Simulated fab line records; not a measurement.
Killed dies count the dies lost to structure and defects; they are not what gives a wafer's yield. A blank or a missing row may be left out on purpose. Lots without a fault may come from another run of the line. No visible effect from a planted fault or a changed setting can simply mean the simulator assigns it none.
Which tool is to blame? / flow sky130 / Sampling: 11 lots, 33 wafers, 4 of 708 route steps

WHAT EACH GAUGE READ, for each wafer
SKY_SONOS_ONO_THK_MEAS_01.
lot=L600; measured=day 11 14:46; on=film-metro-01; SONOS_ONO_OXIDATION_THK (nm)=2.74 2.70 2.75
lot=L603; measured=day 12 05:47; on=film-metro-01; SONOS_ONO_OXIDATION_THK (nm)=2.62 2.69 2.60
lot=L606; measured=day 13 07:25; on=film-metro-03; SONOS_ONO_OXIDATION_THK (nm)=2.71 2.69 2.75
lot=L609; measured=day 14 12:45; on=film-metro-01; SONOS_ONO_OXIDATION_THK (nm)=2.60 2.56 2.60
lot=L610; measured=day 14 18:43; on=film-metro-03; SONOS_ONO_OXIDATION_THK (nm)=2.62 2.59 2.57
lot=L612; measured=day 15 12:52; on=film-metro-03; SONOS_ONO_OXIDATION_THK (nm)=2.65 2.66 2.62
lot=L613; measured=day 15 19:15; on=film-metro-03; SONOS_ONO_OXIDATION_THK (nm)=2.73 2.80 2.72
lot=L614; measured=day 16 01:03; on=film-metro-02; SONOS_ONO_OXIDATION_THK (nm)=2.83 2.85 2.84 2.75 2.85 2.84
lot=L618; measured=day 17 14:43; on=film-metro-01; SONOS_ONO_OXIDATION_THK (nm)=2.61 2.56 2.64
lot=L621; measured=day 18 09:56; on=film-metro-01; SONOS_ONO_OXIDATION_THK (nm)=2.54 2.64 2.55
lot=L623; measured=day 19 05:20; on=film-metro-03; SONOS_ONO_OXIDATION_THK (nm)=2.56 2.57 2.61

SKY_VIA1_BOW_MEAS_03.
lot=L600; measured=day 32 20:42; on=film-metro-01; VIA1_BOW (um)=78 77 68
lot=L603; measured=day 33 14:22; on=film-metro-03; VIA1_BOW (um)=84 87 82
lot=L606; measured=day 34 14:51; on=film-metro-01; VIA1_BOW (um)=73 72 76
lot=L609; measured=day 35 19:00; on=film-metro-04; VIA1_BOW (um)=71 72 79
lot=L610; measured=day 36 03:21; on=film-metro-01; VIA1_BOW (um)=69 75 91
lot=L612; measured=day 36 18:44; on=film-metro-03; VIA1_BOW (um)=74 74 74
lot=L613; measured=day 37 00:12; on=film-metro-03; VIA1_BOW (um)=79 83 89
lot=L614; measured=day 37 10:02; on=film-metro-04; VIA1_BOW (um)=76 87 74
lot=L618; measured=day 38 17:25; on=film-metro-04; VIA1_BOW (um)=83 92 85
lot=L621; measured=day 39 07:21; on=film-metro-04; VIA1_BOW (um)=80 88 93
lot=L623; measured=day 39 23:08; on=film-metro-01; VIA1_BOW (um)=74 73 74

WHICH TOOL RAN EACH LOT (tool, then ch and the chambers of the sampled wafers, then the start)
lot=L600; SKY_SONOS_ONO_OXIDATION_00=furnace-02 ch 0, day 11 13:24; SKY_METAL1_METAL_ETCH_19=rie-metal-03 ch 0,1, day 32 19:32
lot=L603; SKY_SONOS_ONO_OXIDATION_00=furnace-01 ch 0, day 12 04:25; SKY_METAL1_METAL_ETCH_19=rie-metal-03 ch 0,1, day 33 13:09
lot=L606; SKY_SONOS_ONO_OXIDATION_00=furnace-02 ch 0, day 13 06:04; SKY_METAL1_METAL_ETCH_19=rie-metal-04 ch 0,1, day 34 13:39
lot=L609; SKY_SONOS_ONO_OXIDATION_00=furnace-01 ch 0, day 14 11:25; SKY_METAL1_METAL_ETCH_19=rie-metal-02 ch 1, day 35 17:46
lot=L610; SKY_SONOS_ONO_OXIDATION_00=furnace-01 ch 0, day 14 17:20; SKY_METAL1_METAL_ETCH_19=rie-metal-04 ch 0, day 36 02:08
lot=L612; SKY_SONOS_ONO_OXIDATION_00=furnace-02 ch 0, day 15 11:30; SKY_METAL1_METAL_ETCH_19=rie-metal-04 ch 0, day 36 17:31
lot=L613; SKY_SONOS_ONO_OXIDATION_00=furnace-01 ch 0, day 15 17:55; SKY_METAL1_METAL_ETCH_19=rie-metal-03 ch 0,1, day 36 23:02
lot=L614; SKY_SONOS_ONO_OXIDATION_00=furnace-01 ch 0, day 15 23:43; SKY_METAL1_METAL_ETCH_19=rie-metal-02 ch 0,1, day 37 08:53
lot=L618; SKY_SONOS_ONO_OXIDATION_00=furnace-02 ch 0, day 17 13:22; SKY_METAL1_METAL_ETCH_19=rie-metal-03 ch 0,1, day 38 16:15
lot=L621; SKY_SONOS_ONO_OXIDATION_00=furnace-01 ch 0, day 18 08:35; SKY_METAL1_METAL_ETCH_19=rie-metal-04 ch 0,1, day 39 06:07
lot=L623; SKY_SONOS_ONO_OXIDATION_00=furnace-02 ch 0, day 19 03:58; SKY_METAL1_METAL_ETCH_19=rie-metal-03 ch 0, day 39 21:53
- SKY_SONOS_ONO_OXIDATION_00: stabilise 600 s, purge 300 s, target thk 2.6 nm.
- SKY_METAL1_METAL_ETCH_19: etches the open film in Cl2/BCl3, stops on SiO2, target depth 360 nm, time 78 s.

WHAT THE TOOLS THEMSELVES READ (means of the sampled wafers that have a number; where no wafer has one, the mark that the record gives instead)
SKY_SONOS_ONO_OXIDATION_00.
lot=L600; tool=furnace-02; spike-tc-lower-C (C)=800.2; spike-tc-top-C (C)=810.2; tube-center-temp-C (C)=800.05; tube_center_temp_C_max=802.1; zone-power-bottom-pct (%)=23.5
lot=L603; tool=furnace-01; spike-tc-lower-C (C)=802.5; spike-tc-top-C (C)=814.8; tube-center-temp-C (C)=799.94; tube_center_temp_C_max=801.7; zone-power-bottom-pct (%)=18.4
lot=L606; tool=furnace-02; spike-tc-lower-C (C)=800.2; spike-tc-top-C (C)=810.1; tube-center-temp-C (C)=800.01; tube_center_temp_C_max=802.0; zone-power-bottom-pct (%)=23.3
lot=L609; tool=furnace-01; spike-tc-lower-C (C)=800.5; spike-tc-top-C (C)=814.6; tube-center-temp-C (C)=799.99; tube_center_temp_C_max=801.9; zone-power-bottom-pct (%)=18.4
lot=L610; tool=furnace-01; spike-tc-lower-C (C)=800.9; spike-tc-top-C (C)=814.1; tube-center-temp-C (C)=799.91; tube_center_temp_C_max=802.4; zone-power-bottom-pct (%)=18.4
lot=L612; tool=furnace-02; spike-tc-lower-C (C)=799.9; spike-tc-top-C (C)=809.6; tube-center-temp-C (C)=799.91; tube_center_temp_C_max=802.0; zone-power-bottom-pct (%)=23.4
lot=L613; tool=furnace-01; spike-tc-lower-C (C)=805.9; spike-tc-top-C (C)=819.3; tube-center-temp-C (C)=804.48; tube_center_temp_C_max=806.3; zone-power-bottom-pct (%)=18.6
lot=L614; tool=furnace-01; spike-tc-lower-C (C)=805.8; spike-tc-top-C (C)=819.2; tube-center-temp-C (C)=804.52; tube_center_temp_C_max=806.6; zone-power-bottom-pct (%)=18.9
lot=L618; tool=furnace-02; spike-tc-lower-C (C)=799.5; spike-tc-top-C (C)=811.1; tube-center-temp-C (C)=800.00; tube_center_temp_C_max=801.8; zone-power-bottom-pct (%)=23.4
lot=L621; tool=furnace-01; spike-tc-lower-C (C)=800.9; spike-tc-top-C (C)=815.0; tube-center-temp-C (C)=800.02; tube_center_temp_C_max=802.2; zone-power-bottom-pct (%)=18.3
lot=L623; tool=furnace-02; spike-tc-lower-C (C)=800.0; spike-tc-top-C (C)=809.8; tube-center-temp-C (C)=800.02; tube_center_temp_C_max=802.2; zone-power-bottom-pct (%)=23.5

SKY_METAL1_METAL_ETCH_19.
lot=L600; tool=rie-metal-03; chamber-pressure-mTorr (mTorr)=9.995; drypump-motor-current-A (A)=6.2; oes-product-au (a.u.)=0.856; throttle-valve-pct (%)=22.261
lot=L603; tool=rie-metal-03; chamber-pressure-mTorr (mTorr)=10.002; drypump-motor-current-A (A)=6.0; oes-product-au (a.u.)=0.851; throttle-valve-pct (%)=22.261
lot=L606; tool=rie-metal-04; chamber-pressure-mTorr (mTorr)=9.997; drypump-motor-current-A (A)=6.2; oes-product-au (a.u.)=0.845; throttle-valve-pct (%)=22.266
lot=L609; tool=rie-metal-02; chamber-pressure-mTorr (mTorr)=9.994; drypump-motor-current-A (A)=5.8; oes-product-au (a.u.)=0.858; throttle-valve-pct (%)=22.271
lot=L610; tool=rie-metal-04; chamber-pressure-mTorr (mTorr)=9.998; drypump-motor-current-A (A)=5.5; oes-product-au (a.u.)=0.850; throttle-valve-pct (%)=22.263
lot=L612; tool=rie-metal-04; chamber-pressure-mTorr (mTorr)=10.005; drypump-motor-current-A (A)=5.5; oes-product-au (a.u.)=0.853; throttle-valve-pct (%)=22.264
lot=L613; tool=rie-metal-03; chamber-pressure-mTorr (mTorr)=10.002; drypump-motor-current-A (A)=6.0; oes-product-au (a.u.)=0.849; throttle-valve-pct (%)=22.260
lot=L614; tool=rie-metal-02; chamber-pressure-mTorr (mTorr)=10.001; drypump-motor-current-A (A)=5.7; oes-product-au (a.u.)=0.852; throttle-valve-pct (%)=22.255
lot=L618; tool=rie-metal-03; chamber-pressure-mTorr (mTorr)=10.002; drypump-motor-current-A (A)=6.2; oes-product-au (a.u.)=0.861; throttle-valve-pct (%)=22.261
lot=L621; tool=rie-metal-04; chamber-pressure-mTorr (mTorr)=9.995; drypump-motor-current-A (A)=6.2; oes-product-au (a.u.)=0.855; throttle-valve-pct (%)=22.274
lot=L623; tool=rie-metal-03; chamber-pressure-mTorr (mTorr)=10.000; drypump-motor-current-A (A)=6.4; oes-product-au (a.u.)=0.850; throttle-valve-pct (%)=22.260

THE ANSWER, worked out from the rows above alone
Rule: the usual values come from the lots themselves. Put in order of their means at a reading, lots are off if they are a third of the lots or fewer, leave a main group of 4 or more, and stand apart from it by a gap of 3 or more times the standard deviation of the main group's means; of several such gaps the widest counts. If all means in a main group match to the digits the tables above print for the reading, that group is not used. Also off: a lot with no number at a reading for which 4 or more lots have one. Any other lot the step has rows for is counted as sound. Order of review: gauges by route order, followed by the tools' own readings, for which a lot's mean as printed above is used. The first step at which some lot is off is used, and at that step the reading that is off furthest; a lot without a number counts as furthest.
Off, at SKY_SONOS_ONO_OXIDATION_00 on tube-center-temp-C: L613, L614. Mean 799.98 C and standard deviation 0.048 in the main group.
A tool fits if, at that step or a process step before it, it ran every lot that is off, and no sound lot after the first of them. No candidate that was tried fits.

WHAT HAD BEEN PUT IN BY THE SIMULATOR
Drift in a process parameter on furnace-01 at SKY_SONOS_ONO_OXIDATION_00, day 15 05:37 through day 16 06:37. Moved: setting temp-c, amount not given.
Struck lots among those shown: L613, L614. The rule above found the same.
